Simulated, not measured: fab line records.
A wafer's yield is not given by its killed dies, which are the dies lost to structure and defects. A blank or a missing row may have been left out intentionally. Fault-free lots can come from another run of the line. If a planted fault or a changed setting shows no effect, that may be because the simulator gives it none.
Code-filled problem report in 8D (eight disciplines) form ; flow sky130 ; the parts of the form that need people (team, actions taken, sign-off) are left out

== 1. WHAT IS WRONG ==
METAL5_ALCU_RS at SKY_METAL5_RS_MEAS_05 reads a mean of 0.01894 ohm/sq on 2 wafers of 1 lot; wafers without a fault read 0.02714 ohm/sq with a standard deviation of 0.00028. That is -29 standard deviations from the usual mean.
The step: measures by four-point-probe.
First observed at day 47 07:01: wafer L305.1, on film-metro-04. The record holds 39 wafers of 13 lots with a number at this step. Rule for "out", or "out of limits": more than 4 standard deviations from the usual mean. The rest of the wafers with a number are treated as sound.

== 2. WHAT IT IS, WHAT IT ISN'T ==
question;is;is not
which readings at this step;METAL5_ALCU_RS;-
which lots;L305;L291, L292, L294, L295, L296, L297, L300, L301, L302, L306, L311, L313
which wafers of those lots;L305.1, L305.2;L305.3
read on which gauges;film-metro-04;film-metro-01, film-metro-02
when;from day 47 07:01;"up to then (31 sound wafers); but 6 sound wafers of L311, L313 came after"

== 3. WHAT RULES OUT EACH SUSPECT ==
Counting: any tool at a process step up to the reading remains a suspect provided it ran every lot that is out. Sound lots after the first of them don't rule it out here, since some wafers of a struck lot are sound.
- ruled out: the gauge at SKY_METAL5_RS_MEAS_05. All the wafers that are out were read on film-metro-04, but those of them that SKY_METAL5_METAL_ETCH_15 has rows for are out there too, on other tools.
- cmp-02 at SKY_VIA4_CMP_02 (polishes SiO2): kept. The lot that is out, L305, ran on it at day 46 09:11; the last sound lot it ran before that was L306, at day 46 07:00.
- pvd-sputter-02 at SKY_METAL5_SPUTTER_02 (material AlCu, target thk 1150 nm, time 61.2 s): kept. The lot that is out, L305, ran on it at day 47 06:54; the last sound lot it ran before that was L302, at day 46 14:05.
- Within cmp-02 at SKY_VIA4_CMP_02: the wafers that are out ran in chambers 0, 3; their sound lot-mates ran in chamber 1.
Remaining after the count are cmp-02 at SKY_VIA4_CMP_02 and pvd-sputter-02 at SKY_METAL5_SPUTTER_02.

== 4. THE CAUSE (what the simulator had put in) ==
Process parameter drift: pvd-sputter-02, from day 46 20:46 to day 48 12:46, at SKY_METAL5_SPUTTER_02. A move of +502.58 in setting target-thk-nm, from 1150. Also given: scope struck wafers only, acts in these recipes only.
2 suspects survive the count, and this tool is in that group.

== 5. THE CHAIN OF EFFECTS, in route order ==
Rows list readings where the struck wafers' mean (over those with a number) sits beyond 3 standard deviations from the usual. Readings are gone through only where the record gives a usual standard deviation; hours: the median, over the lots, of the time from a lot's start at the first step in this table giving one to that lot's start at this step; sigmas: the change measured in usual standard deviations.
hours;step;reading;usual;on struck wafers;change;sigmas
0;SKY_METAL5_RS_MEAS_05;METAL5_ALCU_RS;0.02714 ohm/sq;0.01894;-0.00820;-29
0;SKY_METAL5_THK_MEAS_06;METAL5_ALCU_THK;1150 nm;1649;+499;+45
20;SKY_METAL5_METAL_ETCH_15;oes-product-au;0.893 a.u.;1.003;+0.110;+23
Here are the process steps it includes:
- SKY_METAL5_METAL_ETCH_15: etches the open film in Cl2/BCl3, stops on SiO2, target depth 1260 nm, time 252 s.

== 6. HOW IT WOULD HAVE BEEN CAUGHT EARLIER ==
In this record the first reading out of limits at a measuring or inspecting step was taken at day 47 07:01, 10 hours after the fault began at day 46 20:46.
Tool readings at SKY_METAL5_SPUTTER_02 with a usual standard deviation given in the record: none out on any struck wafer, hence no alarm at a limit of 4 standard deviations on them.
All the lots that are out (1) had begun SKY_METAL5_SPUTTER_02 on pvd-sputter-02 by day 47 07:01. Had the tool been put on hold then, not one of them would have been saved.
